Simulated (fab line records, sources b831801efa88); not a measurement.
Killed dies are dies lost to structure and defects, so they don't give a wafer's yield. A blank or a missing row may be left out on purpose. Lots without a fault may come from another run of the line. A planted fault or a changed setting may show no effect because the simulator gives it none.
Chamber matching | flow gf180mcu | GF_PASSIVATION_CVD_00 on pecvd-02: 3 sister chambers
The step deposits SiO2 from TEOS, target thk 1000 nm, time 111.95 s. 14 wafers are shown with their chamber, then 7 later ones without.

WAFERS WITH THEIR CHAMBER
wafer  | chamber | heater_power_w (W) | susceptor_temp_C (C)
L395.1 | 2       | 614                | 400.35
L395.3 | 0       | 459                | 400.41
L395.5 | 2       | 489                | 400.50
L396.2 | 1       | 429                | 399.89
L396.3 | 0       | 529                | 400.07
L396.5 | 0       | 572                | 399.74
L397.1 | 1       | 488                | 399.89
L397.2 | 2       | 589                | 400.01
L397.5 | 2       | 637                | 400.34
L401.1 | 2       | 584                | 399.91
L401.2 | 1       | 466                | 399.77
L401.3 | 0       | 558                | 399.92
L403.2 | 0       | 512                | 400.11
L403.3 | 1       | 496                | 399.80

SIGNATURES (means of the wafers above)
reading          | chamber 0 | chamber 1 | chamber 2 | scatter within a chamber
heater_power_w   | 526.00    | 469.75    | 582.60    | 46
susceptor_temp_C | 400.0500  | 399.8375  | 400.2220  | 0.215
Rule: a wafer's distance from a chamber is the root of the sum, over the readings, of the square of ((its reading less the chamber's mean) divided by the reading's scatter). The wafer belongs to the nearest chamber; if the next one is less than 2 further off, it can't be placed. The scatter: the root of (the sum of the squares of (reading less its chamber's mean) over the shown wafers, divided by (wafers less chambers)).

WAFERS WITHOUT THEIR CHAMBER
wafer  | heater_power_w (W) | susceptor_temp_C (C)
L403.5 | 541                | 399.91
L408.1 | 563                | 400.19
L408.2 | 520                | 400.33
L408.4 | 616                | 400.13
L409.1 | 476                | 400.04
L409.4 | 524                | 400.23
L409.5 | 577                | 399.92

WHICH CHAMBER EACH WENT THROUGH
wafer  | from the rows above          | in truth
L403.5 | can't be placed: 0 or 1 or 2 | 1
L408.1 | can't be placed: 2 or 0      | 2
L408.2 | can't be placed: 0 or 2 or 1 | 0
L408.4 | can't be placed: 2 or 0      | 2
L409.1 | can't be placed: 1 or 0 or 2 | 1
L409.4 | can't be placed: 0 or 2 or 1 | 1
L409.5 | can't be placed: 0 or 2 or 1 | 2
Placed correctly: 0 of 7. Can't be placed from these rows: 7 (the true chamber is among the candidates in 7). Placed wrongly: 0.
